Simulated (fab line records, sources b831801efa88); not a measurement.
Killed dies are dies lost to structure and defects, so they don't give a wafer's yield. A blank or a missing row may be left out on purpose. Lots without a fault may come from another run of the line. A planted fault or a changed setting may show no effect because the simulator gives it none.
A struck lot beside a sound one | flow gf180mcu | 15 steps out of a route of 602
Sound: wafers L218.2, L218.4, L218.5. Struck: wafer L231.2. (L231.1, L231.4 of the same lot were not struck and are left out.) The cause comes at the end.
At each step with rows: each side's tool, then ch and its chambers, then its first start. Under that, the readings that differ: sound wafers | struck wafers | difference of the means | sigmas: that difference in standard deviations of wafers without a fault.
alike: readings whose means differ by less than 2 such deviations, and words and numbers that are the same on both sides. not compared: withheld readings, readings that some wafer has no value for, bounds like >300 that may hide the same value, and numbers for which the record gives no deviation and whose values overlap.
The two part at a step that has a row with sigmas, a row that says differs or no value, or rows on one side only. Numbers that don't overlap but have no deviation are shown without sigmas and don't part them. A reading that every wafer of one side lacks parts them only if that side has two wafers or more.

first, 6 steps without rows for these wafers: GF_TOP_METAL_HMDS_08 (prime time 60 s); GF_TOP_METAL_COAT_09 (resist thk 1500 nm); GF_TOP_METAL_SOFTBAKE_10 (time 60 s); GF_TOP_METAL_EXPOSE_11 (exposes mask MetalTop, target cd 440 nm); GF_TOP_METAL_PEB_12; GF_TOP_METAL_DEVELOP_13 (develop time 60 s).
GF_TOP_METAL_CD_MEAS_14: target cd 440 nm.
  sound on cd_sem-02, day 28 22:30; struck on cd_sem-02, day 31 13:38
  alike: cd_nm
GF_TOP_METAL_OVL_MEAS_15:
  sound on overlay-01, day 28 22:37; struck on overlay-02, day 31 13:45
  alike: TOP_METAL_OVL
GF_TOP_METAL_METAL_ETCH_16: etches the open film in Cl2/BCl3, stops on SiO2, target depth 1197 nm, time 199.5 s.
  sound on rie_metal-01 ch 0,1, day 28 22:38; struck on rie_metal-03 ch 0, day 31 13:47
  alike: drypump_motor_current_A, oes_product_au, throttle_valve_pct
  not compared: rf_hours_counter_h
GF_TOP_METAL_STRIP_17: strips in O2/N2.
  sound on plasma_asher-02 ch 0,1, day 28 22:50; struck on plasma_asher-02 ch 0, day 31 13:59
  alike: drypump_motor_current_A, heater_power_w, oes_product_au, strip_time_to_endpoint_s
  not compared: rf_hours_counter_h
then, 2 steps without rows for these wafers: GF_TOP_METAL_STRIP_18 (strips in post etch residue remover, time 1200 s); GF_TOP_METAL_CLEAN_19 (cleans in DIW).
GF_PASSIVATION_CVD_00: deposits SiO2 from TEOS, target thk 1000 nm, time 111.95 s.
  sound on pecvd-03 ch 1,2, day 28 23:22; struck on pecvd-04 ch 0, day 31 14:33
  reading                                      | sound             | struck | difference | sigmas
  run_length_s (s)                             | 140.8 140.1 141.2 | 137.2  | -3.5       | -5
  model.SiO2_of_PASSIVATION_CVD_00.thk_nm (nm) | 982.3 1012 982.3  | 978.9  | -13.3      |
  alike: heater_power_w
GF_PASSIVATION_THK_MEAS_01:
  sound on film_metro-03, day 28 23:27; struck on film_metro-02, day 31 14:40
  alike: PASSIVATION_CVD_00_THK
then, 1 step without rows for these wafers: GF_PASSIVATION_PROBE_99.

WHERE THEY PART
Only at GF_PASSIVATION_CVD_00, within this record. Later steps at which nothing parts them and some readings are alike: GF_PASSIVATION_THK_MEAS_01.

WHY: what the simulator had put in
Process parameter drift: pecvd-04, from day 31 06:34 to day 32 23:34, at GF_PASSIVATION_CVD_00. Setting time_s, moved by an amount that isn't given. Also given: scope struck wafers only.
